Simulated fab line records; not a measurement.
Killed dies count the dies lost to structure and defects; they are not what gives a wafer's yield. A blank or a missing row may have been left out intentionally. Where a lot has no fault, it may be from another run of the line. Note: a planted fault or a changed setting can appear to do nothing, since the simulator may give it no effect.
Which tool was responsible? / flow sky130 / 36 wafers from 12 lots sampled at 4 of the route's 708 steps

== WHAT EACH GAUGE READ, for each wafer ==
SKY_METAL2_OVL_MEAS_16. Usual: for METAL2_OVL the level is -1 nm and the standard deviation is 7.1.
lot=L412; measured=day 35 22:26; on=overlay-02; METAL2_OVL (nm)=2 -7 -5; flag=
lot=L416; measured=day 36 21:25; on=overlay-02; METAL2_OVL (nm)=11 0 18; flag=
lot=L417; measured=day 37 02:49; on=overlay-01; METAL2_OVL (nm)=-5 -1 5; flag=
lot=L418; measured=day 37 10:21; on=overlay-01; METAL2_OVL (nm)=0 7 10; flag=
lot=L419; measured=day 37 22:56; on=overlay-01; METAL2_OVL (nm)=6 -11 -1; flag=
lot=L420; measured=day 38 10:14; on=overlay-01; METAL2_OVL (nm)=-2 5 7; flag=
lot=L422; measured=day 38 13:02; on=overlay-02; METAL2_OVL (nm)=8 2 15; flag=
lot=L423; measured=day 39 11:23; on=overlay-01; METAL2_OVL (nm)=-1 -6 0; flag=
lot=L424; measured=day 40 12:14; on=overlay-01; METAL2_OVL (nm)=-4 12 0; flag=
lot=L431; measured=day 41 14:47; on=overlay-01; METAL2_OVL (nm)=0 -4 11; flag=
lot=L433; measured=day 42 05:46; on=overlay-01; METAL2_OVL (nm)=-10 -3 -14; flag=
lot=L434; measured=day 42 10:11; on=overlay-02; METAL2_OVL (nm)=3 7 6; flag=

== WHICH TOOL RAN EACH LOT (tool, then ch and the chambers of the sampled wafers, then the start) ==
lot=L412; SKY_NWELL_COAT_18=litho track-02 ch 0, day 5 12:52; SKY_NWELL_STRIP_25=plasma asher-01 ch 0,1, day 5 21:54; SKY_METAL1_SPUTTER_04=pvd sputter-02, day 32 12:35
lot=L416; SKY_NWELL_COAT_18=litho track-03 ch 0, day 6 02:41; SKY_NWELL_STRIP_25=plasma asher-01 ch 0,1, day 6 11:51; SKY_METAL1_SPUTTER_04=pvd sputter-04, day 33 10:47
lot=L417; SKY_NWELL_COAT_18=litho track-04 ch 0, day 6 09:24; SKY_NWELL_STRIP_25=plasma asher-01 ch 0, day 6 18:15; SKY_METAL1_SPUTTER_04=pvd sputter-02, day 33 16:29
lot=L418; SKY_NWELL_COAT_18=litho track-02 ch 0, day 6 14:41; SKY_NWELL_STRIP_25=plasma asher-02 ch 0,1, day 7 00:40; SKY_METAL1_SPUTTER_04=pvd sputter-02, day 34 01:14
lot=L419; SKY_NWELL_COAT_18=litho track-02 ch 0, day 6 22:59; SKY_NWELL_STRIP_25=plasma asher-01 ch 0,1, day 7 09:41; SKY_METAL1_SPUTTER_04=pvd sputter-04, day 34 13:01
lot=L420; SKY_NWELL_COAT_18=litho track-03 ch 0, day 7 09:25; SKY_NWELL_STRIP_25=plasma asher-02 ch 0,1, day 7 19:22; SKY_METAL1_SPUTTER_04=pvd sputter-04, day 35 02:24
lot=L422; SKY_NWELL_COAT_18=litho track-03 ch 0, day 7 14:23; SKY_NWELL_STRIP_25=plasma asher-02 ch 0, day 8 01:33; SKY_METAL1_SPUTTER_04=pvd sputter-01, day 35 04:39
lot=L423; SKY_NWELL_COAT_18=litho track-02 ch 0, day 7 19:43; SKY_NWELL_STRIP_25=plasma asher-04 ch 0,1, day 8 06:32; SKY_METAL1_SPUTTER_04=pvd sputter-01, day 36 03:16
lot=L424; SKY_NWELL_COAT_18=litho track-02 ch 0, day 8 08:02; SKY_NWELL_STRIP_25=plasma asher-01 ch 0,1, day 8 19:02; SKY_METAL1_SPUTTER_04=pvd sputter-04, day 37 04:35
lot=L431; SKY_NWELL_COAT_18=litho track-04 ch 0, day 10 01:11; SKY_NWELL_STRIP_25=plasma asher-04 ch 0,1, day 10 12:32; SKY_METAL1_SPUTTER_04=pvd sputter-02, day 38 09:50
lot=L433; SKY_NWELL_COAT_18=litho track-04 ch 0, day 10 15:48; SKY_NWELL_STRIP_25=plasma asher-01 ch 0,1, day 11 04:21; SKY_METAL1_SPUTTER_04=pvd sputter-04, day 39 01:06
lot=L434; SKY_NWELL_COAT_18=litho track-04 ch 0, day 10 23:57; SKY_NWELL_STRIP_25=plasma asher-02 ch 0,1, day 11 11:38; SKY_METAL1_SPUTTER_04=pvd sputter-01, day 39 06:14
- SKY_NWELL_COAT_18: resist thk 3000 nm.
- SKY_NWELL_STRIP_25: strips in O2/N2.
- SKY_METAL1_SPUTTER_04: material TiN, target thk 70 nm, time 58.3 s.

== WHAT THE TOOLS THEMSELVES READ (means of the sampled wafers that have a number; where no wafer has one, the mark that the record gives instead) ==
SKY_NWELL_COAT_18. Usual: 46.5 kPa for dispense pressure kPa, sd 1.8.
lot=L412; tool=litho track-02; dispense pressure kPa (kPa)=44.6; flag=
lot=L416; tool=litho track-03; dispense pressure kPa (kPa)=49.4; flag=
lot=L417; tool=litho track-04; dispense pressure kPa (kPa)=46.3; flag=
lot=L418; tool=litho track-02; dispense pressure kPa (kPa)=44.6; flag=
lot=L419; tool=litho track-02; dispense pressure kPa (kPa)=44.6; flag=
lot=L420; tool=litho track-03; dispense pressure kPa (kPa)=49.4; flag=
lot=L422; tool=litho track-03; dispense pressure kPa (kPa)=49.4; flag=
lot=L423; tool=litho track-02; dispense pressure kPa (kPa)=44.6; flag=
lot=L424; tool=litho track-02; dispense pressure kPa (kPa)=44.5; flag=
lot=L431; tool=litho track-04; dispense pressure kPa (kPa)=46.3; flag=
lot=L433; tool=litho track-04; dispense pressure kPa (kPa)=46.3; flag=
lot=L434; tool=litho track-04; dispense pressure kPa (kPa)=46.3; flag=

SKY_NWELL_STRIP_25. Usual: drypump motor current A 5.5 A, standard deviation 0.42; oes product au 0.723 a.u., standard deviation 0.0048; strip time to endpoint s 36.93 s, standard deviation 0.094.
lot=L412; tool=plasma asher-01; drypump motor current A (A)=5.2; oes product au (a.u.)=0.721; strip time to endpoint s (s)=37.02; flag=
lot=L416; tool=plasma asher-01; drypump motor current A (A)=5.2; oes product au (a.u.)=0.724; strip time to endpoint s (s)=36.85; flag=
lot=L417; tool=plasma asher-01; drypump motor current A (A)=4.9; oes product au (a.u.)=0.718; strip time to endpoint s (s)=37.00; flag=
lot=L418; tool=plasma asher-02; drypump motor current A (A)=5.6; oes product au (a.u.)=0.720; strip time to endpoint s (s)=36.93; flag=
lot=L419; tool=plasma asher-01; drypump motor current A (A)=5.2; oes product au (a.u.)=0.723; strip time to endpoint s (s)=37.04; flag=
lot=L420; tool=plasma asher-02; drypump motor current A (A)=5.6; oes product au (a.u.)=0.719; strip time to endpoint s (s)=37.01; flag=
lot=L422; tool=plasma asher-02; drypump motor current A (A)=6.0; oes product au (a.u.)=0.725; strip time to endpoint s (s)=36.80; flag=
lot=L423; tool=plasma asher-04; drypump motor current A (A)=5.5; oes product au (a.u.)=0.715; strip time to endpoint s (s)=24.23; flag=OFF
lot=L424; tool=plasma asher-01; drypump motor current A (A)=5.5; oes product au (a.u.)=0.717; strip time to endpoint s (s)=24.18; flag=OFF
lot=L431; tool=plasma asher-04; drypump motor current A (A)=5.5; oes product au (a.u.)=0.727; strip time to endpoint s (s)=36.93; flag=
lot=L433; tool=plasma asher-01; drypump motor current A (A)=5.5; oes product au (a.u.)=0.724; strip time to endpoint s (s)=36.86; flag=
lot=L434; tool=plasma asher-02; drypump motor current A (A)=5.8; oes product au (a.u.)=0.727; strip time to endpoint s (s)=36.81; flag=

SKY_METAL1_SPUTTER_04. Usual: cathode dc power W 6499.9 W, standard deviation 1.2; chamber pressure pa 0.4001 Pa, standard deviation 0.00076; throttle valve pct 30.2 %, standard deviation 0.92.
lot=L412; tool=pvd sputter-02; cathode dc power W (W)=6501.0; chamber pressure pa (Pa)=0.3998; throttle valve pct (%)=31.2; flag=
lot=L416; tool=pvd sputter-04; cathode dc power W (W)=6499.0; chamber pressure pa (Pa)=0.4000; throttle valve pct (%)=30.6; flag=
lot=L417; tool=pvd sputter-02; cathode dc power W (W)=6499.5; chamber pressure pa (Pa)=0.4005; throttle valve pct (%)=28.7; flag=
lot=L418; tool=pvd sputter-02; cathode dc power W (W)=6499.3; chamber pressure pa (Pa)=0.4015; throttle valve pct (%)=30.4; flag=
lot=L419; tool=pvd sputter-04; cathode dc power W (W)=6501.0; chamber pressure pa (Pa)=0.3998; throttle valve pct (%)=30.6; flag=
lot=L420; tool=pvd sputter-04; cathode dc power W (W)=6499.0; chamber pressure pa (Pa)=0.4010; throttle valve pct (%)=30.4; flag=
lot=L422; tool=pvd sputter-01; cathode dc power W (W)=6499.1; chamber pressure pa (Pa)=0.4001; throttle valve pct (%)=30.6; flag=
lot=L423; tool=pvd sputter-01; cathode dc power W (W)=6500.1; chamber pressure pa (Pa)=0.4010; throttle valve pct (%)=29.0; flag=
lot=L424; tool=pvd sputter-04; cathode dc power W (W)=6499.2; chamber pressure pa (Pa)=0.4001; throttle valve pct (%)=30.6; flag=
lot=L431; tool=pvd sputter-02; cathode dc power W (W)=6499.3; chamber pressure pa (Pa)=0.4000; throttle valve pct (%)=29.3; flag=
lot=L433; tool=pvd sputter-04; cathode dc power W (W)=6500.2; chamber pressure pa (Pa)=0.3999; throttle valve pct (%)=30.8; flag=
lot=L434; tool=pvd sputter-01; cathode dc power W (W)=6499.5; chamber pressure pa (Pa)=0.4004; throttle valve pct (%)=29.4; flag=

== THE ANSWER, worked out from the rows above alone ==
Rule: take the mean of a lot's wafers that have a number; if it is more than 3 standard deviations from the usual mean, the lot is off. A lot without any number at a reading at which 4 lots or more have one is off too. Any other lot the step has rows for is counted as sound. First the gauges in route order, then the tools' own readings, where a lot's mean is used as printed above. At the first step where some lot is off, the reading lying furthest off is the one used; lots without a number count as furthest.
Off, at SKY_NWELL_STRIP_25 on strip time to endpoint s: L423, L424.
A tool fits if, at that step or a process step before it, it ran every lot that is off, and no sound lot after the first of them. One fits: litho track-02 at SKY_NWELL_COAT_18. A fault onset in the window from L419 (day 6 22:59, its last sound lot) to L423 (day 7 19:43, its first lot off) fits.

== WHAT THE SIMULATOR HAD PUT IN ==
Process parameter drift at SKY_NWELL_COAT_18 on litho track-02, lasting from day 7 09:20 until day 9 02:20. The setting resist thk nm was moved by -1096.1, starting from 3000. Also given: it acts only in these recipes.
Struck lots among those shown: L423, L424. The rule above reached the same finding.
